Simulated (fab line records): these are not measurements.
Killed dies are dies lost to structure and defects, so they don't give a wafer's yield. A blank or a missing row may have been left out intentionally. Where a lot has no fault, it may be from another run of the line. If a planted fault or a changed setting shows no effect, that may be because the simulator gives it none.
Which tool was responsible? / flow gf180mcu / 12 lots, 36 wafers sampled, at 5 steps of a route of 602

## WHAT EACH GAUGE READ, for each wafer
GF_MVPSD_TW_MEAS_11.
lot=L793; measured=day 4 23:59; on=filmMetro-03; MVPSD_TW=540 540 541
lot=L794; measured=day 5 10:05; on=filmMetro-03; MVPSD_TW=541 544 544
lot=L795; measured=day 5 12:37; on=filmMetro-02; MVPSD_TW=560 558 555
lot=L799; measured=day 6 12:04; on=filmMetro-03; MVPSD_TW=543 544 543
lot=L800; measured=day 6 16:22; on=filmMetro-04; MVPSD_TW=555 556 556
lot=L808; measured=day 8 20:41; on=filmMetro-04; MVPSD_TW=559 559 557
lot=L809; measured=day 9 02:37; on=filmMetro-03; MVPSD_TW=540 539 544
lot=L810; measured=day 9 07:53; on=filmMetro-02; MVPSD_TW=564 563 562
lot=L812; measured=day 9 20:02; on=filmMetro-04; MVPSD_TW=559 557 558
lot=L813; measured=day 10 06:10; on=filmMetro-02; MVPSD_TW=564 561 563
lot=L814; measured=day 10 09:23; on=filmMetro-04; MVPSD_TW=554 558 559
lot=L816; measured=day 10 18:01; on=filmMetro-03; MVPSD_TW=546 545 541

GF_VT_IMPLANT_OVL_MEAS_07.
lot=L793; measured=day 5 13:07; on=overlay-01; VT_IMPLANT_OVL (nm)=-1.4 0.2 0.4
lot=L794; measured=day 5 23:21; on=overlay-02; VT_IMPLANT_OVL (nm)=2.5 1.5 2.0
lot=L795; measured=day 6 03:05; on=overlay-01; VT_IMPLANT_OVL (nm)=4.5 3.0 2.4
lot=L799; measured=day 7 02:45; on=overlay-01; VT_IMPLANT_OVL (nm)=- - -
lot=L800; measured=day 7 07:36; on=overlay-01; VT_IMPLANT_OVL (nm)=- - -
lot=L808; measured=day 9 14:06; on=overlay-02; VT_IMPLANT_OVL (nm)=1.2 1.5 1.2
lot=L809; measured=day 9 19:55; on=overlay-01; VT_IMPLANT_OVL (nm)=4.5 2.9 4.1
lot=L810; measured=day 10 00:46; on=overlay-02; VT_IMPLANT_OVL (nm)=1.2 0.9 0.0
lot=L812; measured=day 10 13:57; on=overlay-01; VT_IMPLANT_OVL (nm)=1.7 2.6 2.0
lot=L813; measured=day 11 00:27; on=overlay-02; VT_IMPLANT_OVL (nm)=1.2 1.6 0.1
lot=L814; measured=day 11 03:37; on=overlay-01; VT_IMPLANT_OVL (nm)=4.1 5.0 4.3
lot=L816; measured=day 11 11:59; on=overlay-02; VT_IMPLANT_OVL (nm)=0.4 -0.4 -0.3

GF_VT_IMPLANT_TW_MEAS_10.
lot=L793; measured=day 5 13:25; on=filmMetro-04; VT_IMPLANT_TW=566.5 570.8 567.3
lot=L794; measured=day 5 23:38; on=filmMetro-04; VT_IMPLANT_TW=565.3 566.8 567.2
lot=L795; measured=day 6 03:22; on=filmMetro-01; VT_IMPLANT_TW=570.3 569.4 572.0
lot=L799; measured=day 7 03:02; on=filmMetro-04; VT_IMPLANT_TW=30.1 29.9 30.0
lot=L800; measured=day 7 07:53; on=filmMetro-01; VT_IMPLANT_TW=30.1 29.9 30.2
lot=L808; measured=day 9 14:23; on=filmMetro-01; VT_IMPLANT_TW=563.4 564.5 561.4
lot=L809; measured=day 9 20:12; on=filmMetro-01; VT_IMPLANT_TW=562.9 561.5 561.1
lot=L810; measured=day 10 01:03; on=filmMetro-04; VT_IMPLANT_TW=567.3 568.6 562.8
lot=L812; measured=day 10 14:14; on=filmMetro-02; VT_IMPLANT_TW=571.8 569.7 571.5
lot=L813; measured=day 11 00:44; on=filmMetro-02; VT_IMPLANT_TW=567.9 568.5 569.8
lot=L814; measured=day 11 03:55; on=filmMetro-02; VT_IMPLANT_TW=566.8 569.9 568.8
lot=L816; measured=day 11 12:17; on=filmMetro-01; VT_IMPLANT_TW=572.1 570.2 570.4

## EACH LOT AND THE TOOL THAT RAN IT (in order: tool; ch and the chambers of the sampled wafers; start)
lot=L793; GF_LVPWELL_STRIP_10=plasmaAsher-02 ch 0,1, day 3 20:19; GF_VT_IMPLANT_DEVELOP_06=lithoTrack-02 ch 0, day 5 13:02
lot=L794; GF_LVPWELL_STRIP_10=plasmaAsher-04 ch 0,1, day 4 05:41; GF_VT_IMPLANT_DEVELOP_06=lithoTrack-01 ch 0, day 5 23:13
lot=L795; GF_LVPWELL_STRIP_10=plasmaAsher-01 ch 0,1, day 4 08:14; GF_VT_IMPLANT_DEVELOP_06=lithoTrack-04 ch 0, day 6 02:56
lot=L799; GF_LVPWELL_STRIP_10=plasmaAsher-01 ch 0,1, day 5 06:19; GF_VT_IMPLANT_DEVELOP_06=lithoTrack-02 ch 0, day 7 02:36
lot=L800; GF_LVPWELL_STRIP_10=plasmaAsher-04 ch 0,1, day 5 10:59; GF_VT_IMPLANT_DEVELOP_06=lithoTrack-02 ch 0, day 7 07:27
lot=L808; GF_LVPWELL_STRIP_10=plasmaAsher-01 ch 0,1, day 7 11:34; GF_VT_IMPLANT_DEVELOP_06=lithoTrack-01 ch 0, day 9 13:58
lot=L809; GF_LVPWELL_STRIP_10=plasmaAsher-02 ch 0,1, day 7 16:46; GF_VT_IMPLANT_DEVELOP_06=lithoTrack-02 ch 0, day 9 19:47
lot=L810; GF_LVPWELL_STRIP_10=plasmaAsher-04 ch 0,1, day 7 22:20; GF_VT_IMPLANT_DEVELOP_06=lithoTrack-01 ch 0, day 10 00:38
lot=L812; GF_LVPWELL_STRIP_10=plasmaAsher-04 ch 0, day 8 09:10; GF_VT_IMPLANT_DEVELOP_06=lithoTrack-02 ch 0, day 10 13:48
lot=L813; GF_LVPWELL_STRIP_10=plasmaAsher-04 ch 0, day 8 18:35; GF_VT_IMPLANT_DEVELOP_06=lithoTrack-02 ch 0, day 11 00:18
lot=L814; GF_LVPWELL_STRIP_10=plasmaAsher-02 ch 0,1, day 8 21:05; GF_VT_IMPLANT_DEVELOP_06=lithoTrack-02 ch 0, day 11 03:32
lot=L816; GF_LVPWELL_STRIP_10=plasmaAsher-01 ch 0,1, day 9 05:52; GF_VT_IMPLANT_DEVELOP_06=lithoTrack-01 ch 0, day 11 11:50
- GF_LVPWELL_STRIP_10: strips in O2/N2.
- GF_VT_IMPLANT_DEVELOP_06: develop time 60 s.

## WHAT THE TOOLS THEMSELVES READ (means of the sampled wafers that have a number; where no wafer has one, the mark that the record gives instead)
GF_LVPWELL_STRIP_10.
lot=L793; tool=plasmaAsher-02; drypumpMotorCurrentA (A)=6.0; heaterPowerW (W)=329; oesProductAu (a.u.)=0.720; platenTempC (C)=249.98; stripTimeToEndpointS (s)=37.05
lot=L794; tool=plasmaAsher-04; drypumpMotorCurrentA (A)=5.8; heaterPowerW (W)=337; oesProductAu (a.u.)=0.721; platenTempC (C)=250.15; stripTimeToEndpointS (s)=37.00
lot=L795; tool=plasmaAsher-01; drypumpMotorCurrentA (A)=5.5; heaterPowerW (W)=333; oesProductAu (a.u.)=0.723; platenTempC (C)=250.01; stripTimeToEndpointS (s)=36.93
lot=L799; tool=plasmaAsher-01; drypumpMotorCurrentA (A)=5.2; heaterPowerW (W)=350; oesProductAu (a.u.)=0.721; platenTempC (C)=249.96; stripTimeToEndpointS (s)=36.98
lot=L800; tool=plasmaAsher-04; drypumpMotorCurrentA (A)=5.8; heaterPowerW (W)=337; oesProductAu (a.u.)=0.721; platenTempC (C)=249.92; stripTimeToEndpointS (s)=36.97
lot=L808; tool=plasmaAsher-01; drypumpMotorCurrentA (A)=5.2; heaterPowerW (W)=355; oesProductAu (a.u.)=0.724; platenTempC (C)=249.94; stripTimeToEndpointS (s)=36.87
lot=L809; tool=plasmaAsher-02; drypumpMotorCurrentA (A)=6.1; heaterPowerW (W)=344; oesProductAu (a.u.)=0.723; platenTempC (C)=250.00; stripTimeToEndpointS (s)=37.13
lot=L810; tool=plasmaAsher-04; drypumpMotorCurrentA (A)=5.8; heaterPowerW (W)=335; oesProductAu (a.u.)=0.721; platenTempC (C)=250.13; stripTimeToEndpointS (s)=36.95
lot=L812; tool=plasmaAsher-04; drypumpMotorCurrentA (A)=6.7; heaterPowerW (W)=289; oesProductAu (a.u.)=0.720; platenTempC (C)=249.75; stripTimeToEndpointS (s)=36.96
lot=L813; tool=plasmaAsher-04; drypumpMotorCurrentA (A)=6.7; heaterPowerW (W)=289; oesProductAu (a.u.)=0.722; platenTempC (C)=249.90; stripTimeToEndpointS (s)=36.91
lot=L814; tool=plasmaAsher-02; drypumpMotorCurrentA (A)=6.0; heaterPowerW (W)=333; oesProductAu (a.u.)=0.720; platenTempC (C)=249.93; stripTimeToEndpointS (s)=36.85
lot=L816; tool=plasmaAsher-01; drypumpMotorCurrentA (A)=5.2; heaterPowerW (W)=349; oesProductAu (a.u.)=0.725; platenTempC (C)=250.49; stripTimeToEndpointS (s)=36.94

## THE ANSWER, worked out from the rows above alone
Rule: the usual values come from the lots themselves. The widest of any qualifying gaps counts: lots, ordered by their means at a reading, are off when they make up no more than a third of the lots, leave a main group of 4 or more, and stand apart from it by 3 or more times the standard deviation of that group's means. The tables above print the reading to a certain number of digits; a main group whose means all agree to those digits is not used. Also off: a lot with no number at a reading for which 4 or more lots have one. Any other lot the step has rows for is counted as sound. First the gauges in route order, then the tools' own readings, where a lot's mean is used as printed above. At the first step where some lot is off, the reading lying furthest off is the one used; lots without a number count as furthest.
Off: L799, L800, seen at GF_VT_IMPLANT_OVL_MEAS_07 (VT_IMPLANT_OVL). Without a number there: L799, L800. The main group has a mean of 1.8 nm with a standard deviation of 1.5.
A tool fits if, at a process step before that reading, it ran every lot that is off, and no sound lot after the first of them. Not tried: the gauges at GF_VT_IMPLANT_OVL_MEAS_07; whatever is off there is also off at GF_VT_IMPLANT_TW_MEAS_10, on other tools, and gauge error can't account for it. Of those tried, none fits.

## WHAT HAD BEEN PUT IN BY THE SIMULATOR
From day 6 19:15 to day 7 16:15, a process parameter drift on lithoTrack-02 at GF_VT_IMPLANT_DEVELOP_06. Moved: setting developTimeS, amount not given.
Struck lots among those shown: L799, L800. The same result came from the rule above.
